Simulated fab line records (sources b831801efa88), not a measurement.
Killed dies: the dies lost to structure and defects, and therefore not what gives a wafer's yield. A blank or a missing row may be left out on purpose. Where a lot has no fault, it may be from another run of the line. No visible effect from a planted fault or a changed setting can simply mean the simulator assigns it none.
The tool behind it: which one? | flow sky130 | 7 lots (21 wafers sampled), 1 step of a 708-step route

WHAT THE GAUGES READ, wafer by wafer
SKY_LOCAL_INTERCONNECT_RS_MEAS_01: a four-point-probe measurement.
lot  | measured     | on            | LOCAL_INTERCONNECT_TIN_RS (ohm/sq)
L129 | day 30 00:56 | film-metro-03 | 14.15 14.07 14.16
L131 | day 30 18:46 | film-metro-04 | 14.15 14.01 13.93
L137 | day 32 15:14 | film-metro-03 | 13.85 14.09 13.88
L139 | day 33 03:01 | film-metro-02 | 14.23 14.56 14.30
L140 | day 33 18:55 | film-metro-04 | 14.24 14.20 14.24
L148 | day 35 21:58 | film-metro-03 | 14.05 14.05 14.19
L151 | day 36 18:33 | film-metro-02 | 14.03 14.19 14.06

WHAT TOOL EACH LOT RAN ON (gives the tool, then ch and the chambers of the sampled wafers, and finally the start)
The record holds no process step before these readings.

THE ANSWER, worked out from the rows above alone
Rule: usual is defined by the lots themselves. The widest of any qualifying gaps counts: lots, ordered by their means at a reading, are off when they make up no more than a third of the lots, leave a main group of 4 or more, and stand apart from it by 3 or more times the standard deviation of that group's means. The tables above print the reading to a certain number of digits; a main group whose means all agree to those digits is not used. A lot without any number at a reading at which 4 lots or more have one is off too. Where the step has rows for the other lots, those lots are counted as sound.
No lot is off on any of the readings shown, so nothing can be concluded from this.

WHAT WAS PUT IN BY THE SIMULATOR
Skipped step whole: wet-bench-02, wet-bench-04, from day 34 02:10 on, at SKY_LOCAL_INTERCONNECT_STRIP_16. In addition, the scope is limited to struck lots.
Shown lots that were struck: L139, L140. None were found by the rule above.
